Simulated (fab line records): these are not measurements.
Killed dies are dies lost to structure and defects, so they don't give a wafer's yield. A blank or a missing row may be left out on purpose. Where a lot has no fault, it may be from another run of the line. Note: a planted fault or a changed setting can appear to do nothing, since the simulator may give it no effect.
Problem report, 8D (eight disciplines) form, completed by code / flow gf180mcu / the parts of the form that need people (team, actions taken, sign-off) are left out

== 1. WHAT IS WRONG ==
cd nm at GF_HV_LDD_CD_MEAS_07 reads a mean of 438.5 nm on 4 wafers of 2 lots; wafers without a fault read 400.1 nm with a standard deviation of 2.5. That is +15 standard deviations from the usual mean.
The step: target cd 400 nm.
First seen on wafer L571.2, day 12 12:38, on cd sem-02. At this step, 42 wafers from 14 lots have a number in the record. By rule, "out" or "out of limits" means more than 4 standard deviations away from the usual mean. All remaining wafers that have a number are taken as sound.

== 2. WHAT IT IS AND WHAT IT IS NOT ==
question=which readings at this step | is=cd nm | is not=-
question=which lots | is=L571, L572 | is not=L564, L565, L566, L576, L578, L579, L580, L581, L583, L584, L585, L586
question=which wafers of those lots | is=L571.2, L571.6, L572.4, L572.6 | is not=L571.3, L572.1
question=read on which gauges | is=cd sem-02 | is not=cd sem-01
question=when | is=from day 12 12:38 | is not=up to then (10 sound wafers); but 28 sound wafers of L572, L576, L578, L579, L580, L581, L583, L584, L585, L586 came after

== 3. SUSPECTS, AND WHAT RULES EACH OUT ==
Counting: if a tool at a process step up to the reading ran every lot that is out, it stays a suspect. Sound lots after the first of them don't rule it out here, since some wafers of a struck lot are sound.
- the gauge at GF_HV_LDD_CD_MEAS_07: kept. All the wafers that are out were read on cd sem-02, and no step on other tools shows them out.
- litho track-01 at GF_HV_LDD_DEVELOP_06 (develop time 60 s): kept. Ran every lot that is out, first one L571 (day 12 12:29); last sound lot up to then L566 (day 11 03:22).
Left after counting: litho track-01 at GF_HV_LDD_DEVELOP_06, cd sem-02 at GF_HV_LDD_CD_MEAS_07.

== 4. THE CAUSE (what the simulator had put in) ==
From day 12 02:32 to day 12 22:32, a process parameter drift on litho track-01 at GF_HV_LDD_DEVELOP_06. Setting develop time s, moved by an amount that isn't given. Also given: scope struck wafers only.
Of the 2 suspects that counting leaves, this tool is one.

== 5. THE EFFECT CHAIN, in route order ==
Rows list readings where the struck wafers' mean (over those with a number) sits beyond 3 standard deviations from the usual. Readings are gone through only where the record gives a usual standard deviation; hours: the median, over the lots, of the time from a lot's start at the first step in this table giving one to that lot's start at this step; sigmas: the change measured in usual standard deviations.
hours=0; step=GF_HV_LDD_CD_MEAS_07; reading=cd nm; usual=400.1 nm; on struck wafers=438.5; change=+38.4; sigmas=+15

== 6. WHAT WOULD HAVE CAUGHT IT SOONER ==
10 hours passed between the start of the fault at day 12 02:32 and the first reading out of limits at a measuring or inspecting step in this record, taken at day 12 12:38.
An alarm limit of 4 standard deviations would not have fired on the tool readings at GF_HV_LDD_DEVELOP_06 for which the record gives a usual standard deviation, since none of them was out on any struck wafer.
Of the lots that are out (2), L572 began GF_HV_LDD_DEVELOP_06 on litho track-01 after day 12 12:38. A hold on the tool at that time would have spared it.
